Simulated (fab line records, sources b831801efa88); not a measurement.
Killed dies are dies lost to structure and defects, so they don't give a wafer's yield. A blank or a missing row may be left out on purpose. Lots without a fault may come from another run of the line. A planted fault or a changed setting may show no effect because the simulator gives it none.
Problem report in the 8D (eight disciplines) form, filled by code | flow gf180mcu | the parts of the form that need people (team, actions taken, sign-off) are left out

1. THE PROBLEM
V3_CVD_02_THK at GF_V3_THK_MEAS_03 reads a mean of 1160 nm on 2 wafers of 2 lots; wafers without a fault read 845 nm with a standard deviation of 9.8. That is +32 standard deviations from the usual mean.
First seen on wafer L566.5, day 24 02:24, on film_metro-01. The record holds 35 wafers of 12 lots with a number at this step. Rule for "out", or "out of limits": more than 4 standard deviations from the usual mean. The other wafers with a number count as sound.

2. WHAT IT IS AND WHAT IT IS NOT
question                    | is                           | is not
which readings at this step | V3_CVD_02_THK                | -
which lots                  | L566, L568                   | L560, L561, L564, L574, L575, L576, L578, L579, L580, L581
which wafers of those lots  | L566.5, L568.6               | L566.2, L568.1, L568.4
read on which gauges        | film_metro-01, film_metro-02 | film_metro-03
when                        | from day 24 02:24            | up to then (10 sound wafers); but 23 sound wafers of L568, L574, L575, L576, L578, L579, L580, L581 came after

3. SUSPECTS, AND WHAT RULES EACH OUT
Counting: a tool at a process step up to the reading stays a suspect if it ran every lot that is out. Sound lots after the first of them don't rule it out here, since some wafers of a struck lot are sound.
- the gauge at GF_V3_THK_MEAS_03: ruled out. The wafers that are out were read on 2 gauges (film_metro-01, film_metro-02).
- pecvd-04 at GF_V3_CVD_02 (deposits SiO2 from TEOS, target thk 850 nm, time 94.851 s): kept. It ran every lot that is out, first L566 (day 24 02:19); its last sound lot up to then is L564 (day 23 12:56).
Left after counting: pecvd-04 at GF_V3_CVD_02.

4. THE CAUSE (what the simulator had put in)
Process parameter drift: pecvd-04, from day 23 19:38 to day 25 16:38, at GF_V3_CVD_02. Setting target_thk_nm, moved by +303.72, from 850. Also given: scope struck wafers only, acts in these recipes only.
Counting left only this tool.

5. THE CHAIN OF EFFECTS, in route order
Each row: a reading whose mean over the struck wafers that have a number lies more than 3 standard deviations from the usual. Only readings for which the record gives a usual standard deviation are gone through. hours: the time from each lot's start at the first step in this table that gives one to its start at this step, as a median over the lots. sigmas: the change in usual standard deviations.
hours | step              | reading            | usual  | on struck wafers | change | sigmas
0     | GF_V3_THK_MEAS_03 | V3_CVD_02_THK      | 845 nm | 1160             | +314   | +32
0     | GF_V3_CMP_04      | time_to_endpoint_s | 79 s   | 193              | +114   | +25
The process steps in it:
- GF_V3_CMP_04: polishes SiO2.
Later measuring or inspecting steps at which every struck wafer that the step has a row for has a number for every such reading, and none has moved that far: GF_V3_CD_MEAS_14.

6. WHAT WOULD HAVE CAUGHT IT SOONER
In this record the first reading out of limits at a measuring or inspecting step was taken at day 24 02:24, 7 hours after the fault began at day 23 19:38.
Of the tool readings at GF_V3_CVD_02 for which the record gives a usual standard deviation, none was out on any struck wafer, so an alarm limit of 4 standard deviations on them would not have fired.
Of the lots that are out (2), L568 began GF_V3_CVD_02 on pecvd-04 after day 24 02:24. A hold on the tool at that time would have spared it.
